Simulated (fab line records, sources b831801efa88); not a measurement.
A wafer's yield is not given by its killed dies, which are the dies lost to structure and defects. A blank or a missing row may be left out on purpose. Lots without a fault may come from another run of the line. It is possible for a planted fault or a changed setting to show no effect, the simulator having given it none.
Which of the tools did it?    flow gf180mcu    42 wafers from 14 lots sampled at 3 of the route's 602 steps

## WHAT THE GAUGES READ, wafer by wafer
GF_M4_THK_MEAS_06: measures by xrf. Usual: M4_ALCU_THK gives 455 nm (standard deviation 5.2).
lot   measured      on            M4_ALCU_THK (nm)  flag
L456  day 21 20:02  filmMetro-03  455 452 448       
L457  day 22 14:46  filmMetro-03  458 460 459       
L458  day 22 18:16  filmMetro-03  451 459 456       
L459  day 23 10:07  filmMetro-04  458 463 464       
L460  day 24 08:54  filmMetro-03  457 455 454       
L462  day 24 21:50  filmMetro-03  451 444 455       
L464  day 25 20:05  filmMetro-01  457 459 459       
L465  day 26 03:42  filmMetro-04  456 466 463       
L467  day 26 14:52  filmMetro-04  458 454 455       
L469  day 27 11:01  filmMetro-03  463 458 462       
L471  day 27 21:36  filmMetro-01  455 455 448       
L473  day 28 06:33  filmMetro-01  464 461 459       
L475  day 28 15:57  filmMetro-03  449 450 453       
L476  day 28 20:59  filmMetro-01  453 449 458       

GF_V5_THK_MEAS_01. Usual: V5_CVD_00_THK gives 299 nm (standard deviation 3.3).
lot   measured      on            V5_CVD_00_THK (nm)  flag
L456  day 25 18:10  filmMetro-04  301 297 305         
L457  day 26 10:48  filmMetro-04  297 298 296         
L458  day 26 14:03  filmMetro-04  303 305 300         
L459  day 27 04:37  filmMetro-04  295 293 299         
L460  day 28 00:08  filmMetro-02  299 300 300         
L462  day 28 11:25  filmMetro-02  301 303 301         
L464  day 29 07:32  filmMetro-01  298 296 304         
L465  day 29 14:44  filmMetro-04  298 292 302         
L467  day 30 00:56  filmMetro-01  301 296 296         
L469  day 30 18:19  filmMetro-02  301 300 299         
L471  day 31 04:58  filmMetro-04  303 297 294         
L473  day 31 11:32  filmMetro-04  293 296 292         
L475  day 31 21:01  filmMetro-02  298 298 299         
L476  day 32 00:57  filmMetro-02  301 302 305         

## WHICH TOOL RAN EACH LOT (tool, then ch and the chambers of the sampled wafers, then the start)
lot   GF_STI_WET_ETCH_26
L456  wetBench-04 ch 0, day 2 04:00
L457  wetBench-04 ch 1, day 2 09:04
L458  wetBench-02 ch 0, day 2 14:46
L459  wetBench-02 ch 1, day 2 20:12
L460  wetBench-04 ch 1, day 3 07:29
L462  wetBench-02 ch 3, day 3 13:29
L464  wetBench-01 ch 0, day 4 00:51
L465  wetBench-02 ch 2, day 4 06:35
L467  wetBench-04 ch 3, day 4 13:05
L469  wetBench-02 ch 0, day 4 21:55
L471  wetBench-02 ch 2, day 5 09:24
L473  wetBench-02 ch 2, day 5 19:50
L475  wetBench-01 ch 1, day 6 05:20
L476  wetBench-04 ch 2, day 6 11:02
- GF_STI_WET_ETCH_26: etches SiO2 in dHF, target depth 94 nm, time 188 s.

## WHAT THE TOOLS THEMSELVES READ (means of the sampled wafers that have a number; where no wafer has one, the mark that the record gives instead)
The record holds no such reading with a usual standard deviation.

## THE ANSWER, worked out from the rows above alone
Rule: a lot is off if the mean of its wafers that have a number lies more than 3 standard deviations from the usual mean. A lot without any number at a reading at which 4 lots or more have one is off too. Where the step has rows for the other lots, those lots are counted as sound. After the gauges, taken in route order, come the tools' own readings; for these a lot's mean is taken, as printed above. At the first step where some lot is off, the reading lying furthest off is the one used; lots without a number count as furthest.
None of the lots is off at any reading shown; this tells nothing.

## WHAT WAS PUT IN BY THE SIMULATOR
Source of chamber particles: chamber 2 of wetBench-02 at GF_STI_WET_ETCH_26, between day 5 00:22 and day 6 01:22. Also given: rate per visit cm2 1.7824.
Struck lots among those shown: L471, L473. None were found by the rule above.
